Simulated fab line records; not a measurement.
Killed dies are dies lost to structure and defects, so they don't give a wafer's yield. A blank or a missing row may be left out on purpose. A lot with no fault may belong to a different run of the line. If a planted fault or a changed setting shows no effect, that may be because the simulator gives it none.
Code-filled problem report in 8D (eight disciplines) form -- flow sky130 -- the parts of the form that need people (team, actions taken, sign-off) are left out

## 1. THE ISSUE
At SKY_VT_ADJUST_HVTP_IMPLANT_09, beamEnergyKeV averages 159.86 over 6 wafers from 2 lots, while fault-free wafers read 150.01, standard deviation 0.044. That is +99 or more standard deviations from the usual mean.
First seen on wafer L258.3, day 9 04:05, on implanter-02. At this step, 18 wafers from 6 lots have a number in the record. The rule behind "out" and "out of limits": a value lying over 4 standard deviations away from the usual mean. Any other wafer with a number is counted as sound.

## 2. WHAT THIS IS AND IS NOT
question,is,is not
which readings at this step,beamEnergyKeV,-
which lots,"L258, L259","L252, L260, L264, L267"
which wafers of those lots,all that have a number,-
read on which tools,implanter-02,"implanter-01, implanter-04"
when,from day 9 04:05,"up to then (3 sound wafers); but 9 sound wafers of L260, L264, L267 came after"

## 3. THE SUSPECTS, EACH WITH WHAT RULES IT OUT
Counting: a tool at any process step up to the reading remains a suspect when it ran all the lots that are out and ran no sound lot after the first of those.
- implanter-02 at SKY_VT_ADJUST_HVTP_IMPLANT_09: kept. It ran every lot that is out, first L258 (day 9 04:05), and no sound lot after that; its last sound lot up to then is L252 (day 7 17:44). Its own readings are out on those wafers: beamEnergyKeV.
The count leaves implanter-02 at SKY_VT_ADJUST_HVTP_IMPLANT_09.

## 4. THE CAUSE (what the simulator had put in)
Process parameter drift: implanter-02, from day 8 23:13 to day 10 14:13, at SKY_VT_ADJUST_HVTP_IMPLANT_09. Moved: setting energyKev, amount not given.
Counting left only this tool.

## 5. SEQUENCE OF EFFECTS, ordered by route
Each row: a reading where the mean over the struck wafers with a number is more than 3 standard deviations away from the usual. Only readings whose record carries a usual standard deviation are examined. hours: median over the lots of the time between each lot's start at the first step of this table that gives one and its start at this step. sigmas: the change, counted in usual standard deviations.
hours,step,reading,usual,on struck wafers,change,sigmas
0,SKY_VT_ADJUST_HVTP_IMPLANT_09,beamEnergyKeV,150.01,159.86,+9.85,+99 or more
The process steps in it:
- SKY_VT_ADJUST_HVTP_IMPLANT_09

## 6. WHAT WOULD HAVE CAUGHT IT SOONER
The fault began at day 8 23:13; the first out-of-limits reading in this record came at day 9 04:05, 5 hours later.
